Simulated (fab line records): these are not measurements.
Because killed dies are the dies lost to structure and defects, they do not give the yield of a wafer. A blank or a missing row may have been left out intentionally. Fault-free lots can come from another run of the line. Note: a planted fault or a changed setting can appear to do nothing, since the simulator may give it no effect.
Which tool was responsible? || flow gf180mcu || 13 lots, 39 wafers sampled, at 5 steps of a route of 602

== WHAT THE GAUGES SHOWED, per wafer ==
GF_NWELL_TW_MEAS_11. Usual: NWELL_TW typically reads 1570, with standard deviation 17.
{"lot": "L874", "measured": "day 3 07:22", "on": "filmMetro-04", "NWELL_TW": "1556 1557 1556", "flag": ""}
{"lot": "L875", "measured": "day 3 12:35", "on": "filmMetro-01", "NWELL_TW": "1574 1567 1569", "flag": ""}
{"lot": "L876", "measured": "day 3 18:35", "on": "filmMetro-01", "NWELL_TW": "1575 1580 1578", "flag": ""}
{"lot": "L877", "measured": "day 3 23:51", "on": "filmMetro-01", "NWELL_TW": "1570 1570 1569", "flag": ""}
{"lot": "L878", "measured": "day 4 04:55", "on": "filmMetro-02", "NWELL_TW": "1592 1595 1597", "flag": ""}
{"lot": "L879", "measured": "day 4 09:35", "on": "filmMetro-01", "NWELL_TW": "1580 1584 1580", "flag": ""}
{"lot": "L881", "measured": "day 4 21:26", "on": "filmMetro-01", "NWELL_TW": "1585 1579 1573", "flag": ""}
{"lot": "L882", "measured": "day 5 02:32", "on": "filmMetro-04", "NWELL_TW": "1564 1556 1551", "flag": ""}
{"lot": "L884", "measured": "day 5 13:43", "on": "filmMetro-04", "NWELL_TW": "1547 1552 1552", "flag": ""}
{"lot": "L892", "measured": "day 7 10:49", "on": "filmMetro-01", "NWELL_TW": "1578 1576 1569", "flag": ""}
{"lot": "L893", "measured": "day 7 16:13", "on": "filmMetro-04", "NWELL_TW": "1553 1547 1545", "flag": ""}
{"lot": "L894", "measured": "day 7 20:47", "on": "filmMetro-04", "NWELL_TW": "1549 1544 1545", "flag": ""}
{"lot": "L897", "measured": "day 8 14:35", "on": "filmMetro-01", "NWELL_TW": "1586 1582 1580", "flag": ""}

GF_MVSD_TW_MEAS_11. Usual: MVSD_TW typically reads 1579, with standard deviation 19.
{"lot": "L874", "measured": "day 4 10:32", "on": "filmMetro-01", "MVSD_TW": "1580 1575 1581", "flag": ""}
{"lot": "L875", "measured": "day 4 15:40", "on": "filmMetro-01", "MVSD_TW": "1579 1578 1571", "flag": ""}
{"lot": "L876", "measured": "day 4 20:47", "on": "filmMetro-04", "MVSD_TW": "1550 1548 1549", "flag": ""}
{"lot": "L877", "measured": "day 5 03:32", "on": "filmMetro-01", "MVSD_TW": "1587 1594 1593", "flag": ""}
{"lot": "L878", "measured": "day 5 08:38", "on": "filmMetro-04", "MVSD_TW": "1566 1552 1562", "flag": ""}
{"lot": "L879", "measured": "day 5 14:05", "on": "filmMetro-02", "MVSD_TW": "1595 1605 1599", "flag": ""}
{"lot": "L881", "measured": "day 6 02:20", "on": "filmMetro-01", "MVSD_TW": "1601 1597 1589", "flag": ""}
{"lot": "L882", "measured": "day 6 10:56", "on": "filmMetro-04", "MVSD_TW": "1559 1551 1561", "flag": ""}
{"lot": "L884", "measured": "day 6 19:05", "on": "filmMetro-01", "MVSD_TW": "1601 1596 1604", "flag": ""}
{"lot": "L892", "measured": "day 8 19:15", "on": "filmMetro-02", "MVSD_TW": "1598 1605 1594", "flag": ""}
{"lot": "L893", "measured": "day 9 01:18", "on": "filmMetro-01", "MVSD_TW": "1585 1590 1588", "flag": ""}
{"lot": "L894", "measured": "day 9 05:52", "on": "filmMetro-04", "MVSD_TW": "1556 1550 1560", "flag": ""}
{"lot": "L897", "measured": "day 10 00:59", "on": "filmMetro-02", "MVSD_TW": "1577 1585 1583", "flag": ""}

== WHICH TOOL RAN EACH LOT (tool, then ch and the chambers of the sampled wafers, then the start) ==
{"lot": "L874", "GF_LVPWELL_STRIP_10": "plasmaAsher-04 ch 1, day 3 20:35", "GF_MVSD_SOFTBAKE_03": "lithoTrack-01 ch 0, day 4 03:17", "GF_MVSD_STRIP_10": "plasmaAsher-03 ch 0,1, day 4 10:26"}
{"lot": "L875", "GF_LVPWELL_STRIP_10": "plasmaAsher-04 ch 0,1, day 4 01:55", "GF_MVSD_SOFTBAKE_03": "lithoTrack-01 ch 0, day 4 08:33", "GF_MVSD_STRIP_10": "plasmaAsher-02 ch 0,1, day 4 15:34"}
{"lot": "L876", "GF_LVPWELL_STRIP_10": "plasmaAsher-03 ch 0,1, day 4 07:53", "GF_MVSD_SOFTBAKE_03": "lithoTrack-01 ch 0, day 4 13:54", "GF_MVSD_STRIP_10": "plasmaAsher-03 ch 0,1, day 4 20:41"}
{"lot": "L877", "GF_LVPWELL_STRIP_10": "plasmaAsher-01 ch 0,1, day 4 13:56", "GF_MVSD_SOFTBAKE_03": "lithoTrack-02 ch 0, day 4 20:26", "GF_MVSD_STRIP_10": "plasmaAsher-03 ch 0,1, day 5 03:26"}
{"lot": "L878", "GF_LVPWELL_STRIP_10": "plasmaAsher-01 ch 0,1, day 4 18:34", "GF_MVSD_SOFTBAKE_03": "lithoTrack-02 ch 0, day 5 01:11", "GF_MVSD_STRIP_10": "plasmaAsher-04 ch 0,1, day 5 08:32"}
{"lot": "L879", "GF_LVPWELL_STRIP_10": "plasmaAsher-03 ch 0,1, day 4 23:50", "GF_MVSD_SOFTBAKE_03": "lithoTrack-04 ch 0, day 5 06:33", "GF_MVSD_STRIP_10": "plasmaAsher-02 ch 0,1, day 5 13:59"}
{"lot": "L881", "GF_LVPWELL_STRIP_10": "plasmaAsher-01 ch 0,1, day 5 11:26", "GF_MVSD_SOFTBAKE_03": "lithoTrack-02 ch 0, day 5 18:20", "GF_MVSD_STRIP_10": "plasmaAsher-02 ch 0,1, day 6 02:14"}
{"lot": "L882", "GF_LVPWELL_STRIP_10": "plasmaAsher-04 ch 1, day 5 16:41", "GF_MVSD_SOFTBAKE_03": "lithoTrack-01 ch 0, day 5 23:32", "GF_MVSD_STRIP_10": "plasmaAsher-03 ch 0,1, day 6 10:50"}
{"lot": "L884", "GF_LVPWELL_STRIP_10": "plasmaAsher-01 ch 1, day 6 04:20", "GF_MVSD_SOFTBAKE_03": "lithoTrack-01 ch 0, day 6 11:38", "GF_MVSD_STRIP_10": "plasmaAsher-04 ch 0,1, day 6 18:58"}
{"lot": "L892", "GF_LVPWELL_STRIP_10": "plasmaAsher-03 ch 0,1, day 8 03:01", "GF_MVSD_SOFTBAKE_03": "lithoTrack-01 ch 0, day 8 11:08", "GF_MVSD_STRIP_10": "plasmaAsher-02 ch 0,1, day 8 19:09"}
{"lot": "L893", "GF_LVPWELL_STRIP_10": "plasmaAsher-03 ch 0,1, day 8 08:52", "GF_MVSD_SOFTBAKE_03": "lithoTrack-02 ch 0, day 8 16:47", "GF_MVSD_STRIP_10": "plasmaAsher-02 ch 0,1, day 9 01:12"}
{"lot": "L894", "GF_LVPWELL_STRIP_10": "plasmaAsher-03 ch 0,1, day 8 13:35", "GF_MVSD_SOFTBAKE_03": "lithoTrack-02 ch 0, day 8 21:01", "GF_MVSD_STRIP_10": "plasmaAsher-03 ch 0,1, day 9 05:45"}
{"lot": "L897", "GF_LVPWELL_STRIP_10": "plasmaAsher-03 ch 0,1, day 9 07:07", "GF_MVSD_SOFTBAKE_03": "lithoTrack-04 ch 0, day 9 15:37", "GF_MVSD_STRIP_10": "plasmaAsher-04 ch 0,1, day 10 00:53"}
- GF_LVPWELL_STRIP_10: strips in O2/N2.
- GF_MVSD_SOFTBAKE_03
- GF_MVSD_STRIP_10: strips in O2/N2.

== AS READ BY THE TOOLS THEMSELVES (means over the sampled wafers that have a number; for cases with no such wafer, the mark the record gives instead) ==
GF_LVPWELL_STRIP_10. Usual: drypumpMotorCurrentA 5.6 A, standard deviation 0.39; heaterPowerW 356 W, standard deviation 30; oesProductAu 0.722 a.u., standard deviation 0.0047; stripTimeToEndpointS 36.97 s, standard deviation 0.11.
{"lot": "L874", "tool": "plasmaAsher-04", "drypumpMotorCurrentA (A)": 6.1, "heaterPowerW (W)": 333, "oesProductAu (a.u.)": 0.722, "stripTimeToEndpointS (s)": 37.15, "flag": ""}
{"lot": "L875", "tool": "plasmaAsher-04", "drypumpMotorCurrentA (A)": 6.1, "heaterPowerW (W)": 330, "oesProductAu (a.u.)": 0.721, "stripTimeToEndpointS (s)": 37.00, "flag": ""}
{"lot": "L876", "tool": "plasmaAsher-03", "drypumpMotorCurrentA (A)": 5.6, "heaterPowerW (W)": 378, "oesProductAu (a.u.)": 0.723, "stripTimeToEndpointS (s)": 36.97, "flag": ""}
{"lot": "L877", "tool": "plasmaAsher-01", "drypumpMotorCurrentA (A)": 5.4, "heaterPowerW (W)": 340, "oesProductAu (a.u.)": 0.720, "stripTimeToEndpointS (s)": 36.90, "flag": ""}
{"lot": "L878", "tool": "plasmaAsher-01", "drypumpMotorCurrentA (A)": 5.4, "heaterPowerW (W)": 328, "oesProductAu (a.u.)": 0.719, "stripTimeToEndpointS (s)": 36.85, "flag": ""}
{"lot": "L879", "tool": "plasmaAsher-03", "drypumpMotorCurrentA (A)": 5.4, "heaterPowerW (W)": 388, "oesProductAu (a.u.)": 0.725, "stripTimeToEndpointS (s)": 36.90, "flag": ""}
{"lot": "L881", "tool": "plasmaAsher-01", "drypumpMotorCurrentA (A)": 5.4, "heaterPowerW (W)": 341, "oesProductAu (a.u.)": 0.723, "stripTimeToEndpointS (s)": 36.79, "flag": ""}
{"lot": "L882", "tool": "plasmaAsher-04", "drypumpMotorCurrentA (A)": 6.1, "heaterPowerW (W)": 334, "oesProductAu (a.u.)": 0.718, "stripTimeToEndpointS (s)": 37.05, "flag": ""}
{"lot": "L884", "tool": "plasmaAsher-01", "drypumpMotorCurrentA (A)": 5.4, "heaterPowerW (W)": 313, "oesProductAu (a.u.)": 0.721, "stripTimeToEndpointS (s)": 36.91, "flag": ""}
{"lot": "L892", "tool": "plasmaAsher-03", "drypumpMotorCurrentA (A)": 5.6, "heaterPowerW (W)": 375, "oesProductAu (a.u.)": 0.720, "stripTimeToEndpointS (s)": 37.05, "flag": ""}
{"lot": "L893", "tool": "plasmaAsher-03", "drypumpMotorCurrentA (A)": 5.4, "heaterPowerW (W)": 387, "oesProductAu (a.u.)": 0.723, "stripTimeToEndpointS (s)": 36.80, "flag": ""}
{"lot": "L894", "tool": "plasmaAsher-03", "drypumpMotorCurrentA (A)": 5.6, "heaterPowerW (W)": 372, "oesProductAu (a.u.)": 0.718, "stripTimeToEndpointS (s)": 36.98, "flag": ""}
{"lot": "L897", "tool": "plasmaAsher-03", "drypumpMotorCurrentA (A)": 5.6, "heaterPowerW (W)": 375, "oesProductAu (a.u.)": 0.718, "stripTimeToEndpointS (s)": 37.08, "flag": ""}

GF_MVSD_SOFTBAKE_03. Usual: heaterPowerTotalW 65.32 W, standard deviation 0.14; plateTempC 109.99 C, standard deviation 0.13.
{"lot": "L874", "tool": "lithoTrack-01", "heaterPowerTotalW (W)": 65.30, "plateTempC (C)": 110.07, "flag": ""}
{"lot": "L875", "tool": "lithoTrack-01", "heaterPowerTotalW (W)": 65.43, "plateTempC (C)": 110.16, "flag": ""}
{"lot": "L876", "tool": "lithoTrack-01", "heaterPowerTotalW (W)": 65.22, "plateTempC (C)": 109.95, "flag": ""}
{"lot": "L877", "tool": "lithoTrack-02", "heaterPowerTotalW (W)": 65.45, "plateTempC (C)": 109.98, "flag": ""}
{"lot": "L878", "tool": "lithoTrack-02", "heaterPowerTotalW (W)": 65.25, "plateTempC (C)": 110.06, "flag": ""}
{"lot": "L879", "tool": "lithoTrack-04", "heaterPowerTotalW (W)": 65.24, "plateTempC (C)": 110.15, "flag": ""}
{"lot": "L881", "tool": "lithoTrack-02", "heaterPowerTotalW (W)": 65.27, "plateTempC (C)": 110.02, "flag": ""}
{"lot": "L882", "tool": "lithoTrack-01", "heaterPowerTotalW (W)": 65.25, "plateTempC (C)": 109.88, "flag": ""}
{"lot": "L884", "tool": "lithoTrack-01", "heaterPowerTotalW (W)": 65.16, "plateTempC (C)": 109.90, "flag": ""}
{"lot": "L892", "tool": "lithoTrack-01", "heaterPowerTotalW (W)": 65.44, "plateTempC (C)": 109.94, "flag": ""}
{"lot": "L893", "tool": "lithoTrack-02", "heaterPowerTotalW (W)": 71.27, "plateTempC (C)": 117.35, "flag": "OFF"}
{"lot": "L894", "tool": "lithoTrack-02", "heaterPowerTotalW (W)": 71.18, "plateTempC (C)": 117.22, "flag": "OFF"}
{"lot": "L897", "tool": "lithoTrack-04", "heaterPowerTotalW (W)": 65.25, "plateTempC (C)": 110.02, "flag": ""}

GF_MVSD_STRIP_10. Usual: drypumpMotorCurrentA 5.7 A, standard deviation 0.38; heaterPowerW 361 W, standard deviation 25; oesProductAu 0.722 a.u., standard deviation 0.0049; stripTimeToEndpointS 36.92 s, standard deviation 0.12.
{"lot": "L874", "tool": "plasmaAsher-03", "drypumpMotorCurrentA (A)": 5.7, "heaterPowerW (W)": 382, "oesProductAu (a.u.)": 0.721, "stripTimeToEndpointS (s)": 36.77, "flag": ""}
{"lot": "L875", "tool": "plasmaAsher-02", "drypumpMotorCurrentA (A)": 5.7, "heaterPowerW (W)": 355, "oesProductAu (a.u.)": 0.719, "stripTimeToEndpointS (s)": 36.85, "flag": ""}
{"lot": "L876", "tool": "plasmaAsher-03", "drypumpMotorCurrentA (A)": 5.6, "heaterPowerW (W)": 377, "oesProductAu (a.u.)": 0.722, "stripTimeToEndpointS (s)": 36.84, "flag": ""}
{"lot": "L877", "tool": "plasmaAsher-03", "drypumpMotorCurrentA (A)": 5.7, "heaterPowerW (W)": 378, "oesProductAu (a.u.)": 0.721, "stripTimeToEndpointS (s)": 36.80, "flag": ""}
{"lot": "L878", "tool": "plasmaAsher-04", "drypumpMotorCurrentA (A)": 6.0, "heaterPowerW (W)": 338, "oesProductAu (a.u.)": 0.724, "stripTimeToEndpointS (s)": 36.86, "flag": ""}
{"lot": "L879", "tool": "plasmaAsher-02", "drypumpMotorCurrentA (A)": 5.9, "heaterPowerW (W)": 348, "oesProductAu (a.u.)": 0.723, "stripTimeToEndpointS (s)": 36.95, "flag": ""}
{"lot": "L881", "tool": "plasmaAsher-02", "drypumpMotorCurrentA (A)": 5.7, "heaterPowerW (W)": 353, "oesProductAu (a.u.)": 0.722, "stripTimeToEndpointS (s)": 36.90, "flag": ""}
{"lot": "L882", "tool": "plasmaAsher-03", "drypumpMotorCurrentA (A)": 5.4, "heaterPowerW (W)": 388, "oesProductAu (a.u.)": 0.720, "stripTimeToEndpointS (s)": 37.04, "flag": ""}
{"lot": "L884", "tool": "plasmaAsher-04", "drypumpMotorCurrentA (A)": 6.1, "heaterPowerW (W)": 336, "oesProductAu (a.u.)": 0.726, "stripTimeToEndpointS (s)": 37.02, "flag": ""}
{"lot": "L892", "tool": "plasmaAsher-02", "drypumpMotorCurrentA (A)": 5.9, "heaterPowerW (W)": 343, "oesProductAu (a.u.)": 0.722, "stripTimeToEndpointS (s)": 37.01, "flag": ""}
{"lot": "L893", "tool": "plasmaAsher-02", "drypumpMotorCurrentA (A)": 5.9, "heaterPowerW (W)": 352, "oesProductAu (a.u.)": 0.723, "stripTimeToEndpointS (s)": 36.26, "flag": "OFF"}
{"lot": "L894", "tool": "plasmaAsher-03", "drypumpMotorCurrentA (A)": 5.6, "heaterPowerW (W)": 377, "oesProductAu (a.u.)": 0.724, "stripTimeToEndpointS (s)": 36.26, "flag": "OFF"}
{"lot": "L897", "tool": "plasmaAsher-04", "drypumpMotorCurrentA (A)": 6.1, "heaterPowerW (W)": 336, "oesProductAu (a.u.)": 0.720, "stripTimeToEndpointS (s)": 36.69, "flag": ""}

== THE ANSWER, worked out from the rows above alone ==
Rule: a lot is off if the mean of its wafers that have a number lies more than 3 standard deviations from the usual mean. A lot without any number at a reading at which 4 lots or more have one is off too. Any other lot the step has rows for is counted as sound. First the gauges in route order, then the tools' own readings, where a lot's mean is used as printed above. At the first step where some lot is off, the reading lying furthest off is the one used; lots without a number count as furthest.
Off: L893, L894, at GF_MVSD_SOFTBAKE_03 (plateTempC).
A tool fits if, at that step or a process step before it, it ran every lot that is off, and no sound lot after the first of them. One candidate fits, namely lithoTrack-02 at GF_MVSD_SOFTBAKE_03. Its last sound lot is L881 (day 5 18:20), its first lot that is off L893 (day 8 16:47): a fault that began between those two fits.
The tool's own readings at GF_MVSD_SOFTBAKE_03 bear it out: on the lots that are off they differ by more than 5 times the standard deviation of the sound lots' means. heaterPowerTotalW reads 71.22 W there against 65.30 W on the sound lots; plateTempC reads 117.28 C there against 110.01 C on the sound lots.

== WHAT THE SIMULATOR HAD PUT IN ==
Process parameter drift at GF_MVSD_SOFTBAKE_03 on lithoTrack-02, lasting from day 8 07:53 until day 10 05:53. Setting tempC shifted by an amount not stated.
Shown lots that were struck: L893, L894. The rule above found the same.
